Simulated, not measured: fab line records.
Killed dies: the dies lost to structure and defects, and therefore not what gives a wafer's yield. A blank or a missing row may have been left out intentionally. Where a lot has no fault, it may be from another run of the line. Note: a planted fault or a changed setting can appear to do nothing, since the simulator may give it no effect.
Chamber matching	flow sky130	SKY_CONTACT_CMP_04 on cmp-01 has 4 sister chambers
The step polishes SiO2. 4 wafers are shown with their chamber, then 8 later ones without.

WAFERS, EACH WITH ITS CHAMBER
wafer	chamber	motor current A (A)
L696.1	2	11.5
L702.1	0	14.3
L702.5	3	14.9
L704.2	1	11.5

WAFERS MISSING THEIR CHAMBER
wafer	motor current A (A)
L704.4	15.4
L704.6	13.6
L706.1	14.3
L706.4	11.7
L706.5	15.8
L707.1	15.5
L707.3	11.9
L707.6	13.2

CHAMBER TAKEN BY EACH
wafer	from the rows above	in truth
L704.4	can't be placed: 3 or 0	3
L704.6	can't be placed: 0 or 3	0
L706.1	can't be placed: 0 or 3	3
L706.4	can't be placed: 1 or 2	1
L706.5	can't be placed: 3 or 0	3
L707.1	can't be placed: 3 or 0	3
L707.3	can't be placed: 1 or 2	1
L707.6	can't be placed: 0 or 1 or 2 or 3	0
0 of 8 placed correctly. Unplaceable from these rows: 8, with the true chamber sitting among the candidates in 8. Number placed wrongly: 0.
How it was worked out, from the rows above alone: a wafer's distance from a chamber is the root of the sum, over the readings, of the square of ((its reading less the chamber's mean) divided by the reading's scatter). The wafer belongs to the nearest chamber; if the next one is less than 2 further off, it can't be placed. Each chamber's mean is taken over the wafers shown for it. The scatter (one wafer shown for each chamber): square how far every hidden wafer sits from the nearest shown wafer, average those squares and take the square root.
